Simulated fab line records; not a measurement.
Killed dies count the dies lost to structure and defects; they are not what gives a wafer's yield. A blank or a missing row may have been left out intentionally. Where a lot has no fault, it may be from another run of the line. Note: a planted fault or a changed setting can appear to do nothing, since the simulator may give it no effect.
8D (eight disciplines) problem report, filled in by code / flow sky130 / the parts of the form that need people (team, actions taken, sign-off) are left out

## 1. PROBLEM STATEMENT
Wafers free of any fault read 2818 (standard deviation 26) for SD_P_TW at SKY_SD_P_TW_MEAS_11, against a mean of 30 on 6 wafers of 2 lots. So: -99 or more standard deviations from the usual mean.
Earliest sighting: wafer L370.3 on film_metro-01 at day 32 06:59. At this step, 42 wafers from 14 lots have a number in the record. Rule for "out" (also "out of limits"): further than 4 standard deviations from the usual mean. Any other wafer with a number is counted as sound.

## 2. WHAT IT IS; WHAT IT IS NOT
question=which readings at this step | is=SD_P_TW | is not=-
question=which lots | is=L370, L371 | is not=L352, L353, L354, L355, L356, L357, L359, L360, L361, L362, L373, L375
question=which wafers of those lots | is=all that have a number | is not=-
question=read on which gauges | is=film_metro-01, film_metro-03 | is not=film_metro-04
question=when | is=from day 32 06:59 | is not=up to then (30 sound wafers); but 6 sound wafers of L373, L375 came after

## 3. WHAT RULES OUT EACH SUSPECT
Counting: any tool at a process step up to the reading is kept as a suspect provided that every lot that is out went through it and no sound lot did after the first of them.
- ruled out: the gauge at SKY_SD_P_TW_MEAS_11. 2 gauges (film_metro-01, film_metro-03) read the wafers that are out.
- litho_track-04 at SKY_SD_P_DEVELOP_06 (develop time 60 s): kept. It processed each lot that is out, first L370 at day 32 06:27, and no sound lot thereafter; up to then, the last sound lot it processed was L362 at day 29 15:56.
Remaining after the count: litho_track-04 at SKY_SD_P_DEVELOP_06.

## 4. THE CAUSE (what the simulator had put in)
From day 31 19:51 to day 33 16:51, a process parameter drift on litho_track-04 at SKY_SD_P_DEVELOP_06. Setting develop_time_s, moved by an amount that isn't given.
After counting, this tool was the only one left.

## 5. SEQUENCE OF EFFECTS, ordered by route
One row per reading whose mean, taken over the struck wafers that have a number, lies over 3 standard deviations from the usual. Scope: only readings with a usual standard deviation given in the record; hours: median across lots of the time from each lot's start at the first step in this table that gives one to its start at this step; sigmas: change in usual standard deviations.
hours=0; step=SKY_SD_P_TW_MEAS_11; reading=SD_P_TW; usual=2818; on struck wafers=30; change=-2788; sigmas=-99 or more
Later steps that measure or inspect, where all struck wafers having a row at the step show a number for every such reading and not one has moved that far: SKY_RES_XHIGH_TW_MEAS_09.

## 6. HOW IT WOULD HAVE BEEN CAUGHT EARLIER
In this record the first reading out of limits at a measuring or inspecting step was taken at day 32 06:59, 11 hours after the fault began at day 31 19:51.
Among the 2 lots that are out, L371 began SKY_SD_P_DEVELOP_06 on litho_track-04 after day 32 06:59. Had the tool been put on hold then, it would have been spared.
